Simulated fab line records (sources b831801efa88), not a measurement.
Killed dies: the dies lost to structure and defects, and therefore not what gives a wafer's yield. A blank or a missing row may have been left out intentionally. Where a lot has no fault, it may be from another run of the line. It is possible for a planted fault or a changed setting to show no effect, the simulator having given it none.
8D (eight disciplines) problem report, filled in by code | flow gf180mcu | the parts of the form that need people (team, actions taken, sign-off) are left out

1. WHAT WENT WRONG
Across 6 wafers from 2 lots, STI_OXIDATION_02_THK at GF_STI_THK_MEAS_30 averages 11.54 nm, while fault-free wafers read 10.01 nm with a standard deviation of 0.2. That is +7.7 standard deviations from the usual mean.
Earliest sighting: wafer L453.1 on film_metro-01 at day 5 06:55. Wafers with a number at this step in the record: 42, from 14 lots. Rule for "out", or "out of limits": more than 4 standard deviations from the usual mean. The other wafers with a number count as sound.

2. WHAT IT IS, AND WHAT IT ISN'T
question                    | is                           | is not
which readings at this step | STI_OXIDATION_02_THK         | -
which lots                  | L453, L455                   | L441, L442, L443, L444, L445, L446, L447, L448, L449, L452, L456, L461
which wafers of those lots  | all that have a number       | -
read on which gauges        | film_metro-01, film_metro-04 | film_metro-03
when                        | from day 5 06:55             | up to then (30 sound wafers); but 6 sound wafers of L456, L461 came after

3. SUSPECTS, AND WHAT RULES EACH OUT
Counting: a tool at any process step up to the reading remains a suspect when it ran all the lots that are out and ran no sound lot after the first of those.
- the gauge at GF_STI_THK_MEAS_30: ruled out. The wafers that are out were read on 2 gauges (film_metro-01, film_metro-04).
- furnace-02 at GF_STI_OXIDATION_29 (stabilise 600 s, purge 300 s, target thk 10 nm): kept. All lots that are out passed through it, beginning with L453 at day 5 05:31, and no sound lot followed; its final sound lot before that point was L449 at day 4 08:26.
The count leaves furnace-02 at GF_STI_OXIDATION_29.

4. THE CAUSE (what the simulator had put in)
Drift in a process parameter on furnace-02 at GF_STI_OXIDATION_29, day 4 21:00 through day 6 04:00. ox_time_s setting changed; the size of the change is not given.
Counting left only this tool.

5. SEQUENCE OF EFFECTS, ordered by route
One row per reading whose mean, taken over the struck wafers that have a number, lies over 3 standard deviations from the usual. Only readings for which the record gives a usual standard deviation are gone through. hours: the time from each lot's start at the first step in this table that gives one to its start at this step, as a median over the lots. sigmas: the change in usual standard deviations.
hours | step               | reading              | usual    | on struck wafers | change | sigmas
0     | GF_STI_THK_MEAS_30 | STI_OXIDATION_02_THK | 10.01 nm | 11.54            | +1.54  | +7.7

6. HOW IT WOULD HAVE BEEN CAUGHT EARLIER
In this record the first reading out of limits at a measuring or inspecting step was taken at day 5 06:55, 10 hours after the fault began at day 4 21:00.
Of the lots that are out (2), L455 began GF_STI_OXIDATION_29 on furnace-02 after day 5 06:55. Had the tool been put on hold then, it would have been spared.
